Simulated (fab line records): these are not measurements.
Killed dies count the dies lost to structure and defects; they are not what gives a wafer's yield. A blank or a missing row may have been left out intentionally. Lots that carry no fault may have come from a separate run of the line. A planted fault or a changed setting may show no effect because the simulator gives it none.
A lot that was struck, set against a sound lot    flow gf180mcu    14 steps out of a route of 602
Sound: the wafers L231.2, L231.3, L231.5. Wafers struck: L223.1, L223.3, L223.4. The cause is given at the end.
Order at every step that has rows: each side's tool, ch and its chambers, its first start. Under that, the readings that differ: sound wafers    struck wafers    difference of the means    sigmas: that difference in standard deviations of wafers without a fault.
alike: same words and numbers on both sides, and readings whose means sit less than 2 such deviations apart. not compared: any withheld reading, any reading some wafer has no value for, any bound like >300 that may hide the same value, and any number with overlapping values for which the record gives no deviation.
Wherever a step has rows on one side only, a row that says differs or no value, or a row with sigmas, the two part there. When numbers do not overlap yet have no deviation, they are printed without sigmas and do not part them. A reading missing from all wafers of one side parts the sides only when that side holds two or more wafers.

first, 2 steps without rows for these wafers: GF_M5_CLEAN_13 (cleans in DIW); GF_V5_CVD_00 (deposits SiO2, target thk 300 nm, time 50 s).
GF_V5_THK_MEAS_01:
  struck on filmMetro-03, day 29 09:20; sound on filmMetro-01, day 31 11:34
  alike: V5_CVD_00_THK
GF_V5_CVD_02: deposits SiO2 from TEOS, target thk 1450 nm, time 163.28 s.
  sound on pecvd-01 ch 0,1,2, day 31 11:37; struck on pecvd-02 ch 0,1,2, day 29 09:24
  alike: heaterPowerW
GF_V5_THK_MEAS_03:
  struck on filmMetro-01, day 29 09:31; sound on filmMetro-03, day 31 11:44
  alike: V5_CVD_02_THK
GF_V5_CMP_04: polishes SiO2.
  sound on cmp-01 ch 2,3, day 31 11:50; struck on cmp-01 ch 0,1,3, day 29 09:34
  alike: motorCurrentA
GF_V5_BOW_MEAS_05:
  struck on filmMetro-04, day 29 09:52; sound on filmMetro-03, day 31 12:06
reading      sound        struck       difference  sigmas
V5_BOW (um)  148 142 140  122 116 119  -24         -2
then, 5 steps without rows for these wafers: GF_V5_DEHYDRATE_06 (time 60 s); GF_V5_HMDS_07 (prime time 60 s); GF_V5_COAT_08; GF_V5_COAT_09 (resist thk 1000 nm); GF_V5_SOFTBAKE_10 (time 60 s).
GF_V5_EXPOSE_11: exposes mask Via5, target cd 260 nm.
  struck on krfScanner-02, day 29 19:20; sound on krfScanner-02 ch 0, day 31 20:29
  no value came back on the struck wafers for exposureDoseMJCm2, focusOffsetNm (nm), sigmaOuter; on the sound wafers exposureDoseMJCm2 reads 37.98 38.00 38.03
  alike: mask
then, 1 step without rows for these wafers: GF_V5_PEB_12 (peb time 90 s).

## WHERE THEY PART
First at GF_V5_BOW_MEAS_05; last, within this record, at GF_V5_EXPOSE_11.

WHY: the cause the simulator had injected
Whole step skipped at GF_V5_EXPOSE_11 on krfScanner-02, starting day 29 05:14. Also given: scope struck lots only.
